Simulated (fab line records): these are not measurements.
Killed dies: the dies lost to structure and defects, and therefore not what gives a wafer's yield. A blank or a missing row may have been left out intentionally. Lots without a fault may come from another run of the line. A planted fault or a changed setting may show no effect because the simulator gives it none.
Comparing a struck lot with a sound one	flow sky130	26 steps out of a route of 708
Sound: these wafers, L732.1, L732.2, L732.6. Struck: wafers L738.2, L738.4, L738.6. The cause is given at the end.
Order at every step that has rows: each side's tool, ch and its chambers, its first start. Under that, the readings that differ: sound wafers	struck wafers	difference of the means	sigmas: that difference in standard deviations of wafers without a fault.
alike: readings with means less than 2 such deviations apart, plus words and numbers identical on both sides. not compared: withheld readings, readings lacking a value on some wafer, bounds such as >300 that could conceal the same value, and numbers that have no deviation in the record and whose values overlap.
A row with sigmas, a row that says differs or no value, or rows on one side alone: a step with any of these is where the two part. Non-overlapping numbers with no deviation appear without sigmas and do not part them. Lack of a reading on every wafer of one side parts them only where that side has two or more wafers.

SKY_PWDE_TW_MEAS_10:
  sound: filmMetro-04 at day 5 07:52; struck: filmMetro-04 at day 6 17:17
  alike: PWDE_TW
then, 7 steps without rows for these wafers: SKY_NWELL_DEHYDRATE_03 (time 60 s); SKY_NWELL_HMDS_04 (prime time 60 s); SKY_NWELL_COAT_05 (resist thk 3000 nm); SKY_NWELL_SOFTBAKE_06; SKY_NWELL_EXPOSE_07 (exposes mask NWM, target cd 840 nm); SKY_NWELL_PEB_08; SKY_NWELL_DEVELOP_09 (develop time 60 s).
SKY_NWELL_OVL_MEAS_10:
  sound: overlay-01 at day 6 01:05; struck: overlay-02 at day 7 13:02
  alike: NWELL_00_OVL
then, 3 steps without rows for these wafers: SKY_NWELL_IMPLANT_11; SKY_NWELL_IMPLANT_12; SKY_NWELL_IMPLANT_13.
SKY_NWELL_STRIP_14: strips in O2/N2.
  sound on plasmaAsher-03 ch 0,1, day 6 01:34; struck on plasmaAsher-02 ch 0,1, day 7 13:31
reading	sound	struck	difference	sigmas
oesProductAu (a.u.)	0.714 0.716 0.724	0.896 0.890 0.897	+0.176	+37
stripTimeToEndpointS (s)	36.98 36.97 36.99	- - -	no value on the struck wafers	
model.coat_of_NWELL_COAT_05.thkNm (nm)	0 0 0	2184 2187 2187	+2186	
  alike: drypumpMotorCurrentA
  not compared: rfHoursCounterH
SKY_NWELL_TW_MEAS_15:
  sound: filmMetro-01 at day 6 01:40; struck: filmMetro-01 at day 7 13:38
  alike: NWELL_TW
then, 7 steps without rows for these wafers: SKY_NWELL_DEHYDRATE_16 (time 60 s); SKY_NWELL_HMDS_17 (prime time 60 s); SKY_NWELL_COAT_18 (resist thk 3000 nm); SKY_NWELL_SOFTBAKE_19; SKY_NWELL_EXPOSE_20 (exposes mask NWM COMPLEMENT, target cd 840 nm); SKY_NWELL_PEB_21; SKY_NWELL_DEVELOP_22 (develop time 60 s).
SKY_NWELL_OVL_MEAS_23:
  sound: overlay-02 at day 6 20:50; struck: overlay-02 at day 8 10:23
  alike: NWELL_01_OVL
after that, 1 step had no rows for these wafers: SKY_NWELL_IMPLANT_24.
SKY_NWELL_STRIP_25: strips in O2/N2.
  sound on plasmaAsher-01 ch 0,1, day 6 21:01; struck on plasmaAsher-02 ch 0,1, day 8 10:34
reading	sound	struck	difference	sigmas
oesProductAu (a.u.)	0.717 0.715 0.720	0.744 0.735 0.739	+0.022	+5
stripTimeToEndpointS (s)	37.10 36.96 36.99	69.19 69.12 69.07	+32.11	+99 or more
  alike: drypumpMotorCurrentA
  not compared: rfHoursCounterH
SKY_NWELL_TW_MEAS_26:
  sound: filmMetro-01 at day 6 21:07; struck: filmMetro-04 at day 8 10:41
reading	sound	struck	difference	sigmas
NWELL_2_TW	485 488 488	30 30 30	-457	-48
then, 1 step without rows for these wafers: SKY_NWELL_CLEAN_27 (cleans in SC1/SC2, time 150 s).

## WHERE THEY PART
At SKY_NWELL_STRIP_14 first; at SKY_NWELL_TW_MEAS_26 last (within this record only).

WHY: what had been put in by the simulator
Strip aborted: plasmaAsher-02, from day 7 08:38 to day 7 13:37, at SKY_NWELL_STRIP_14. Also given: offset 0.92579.
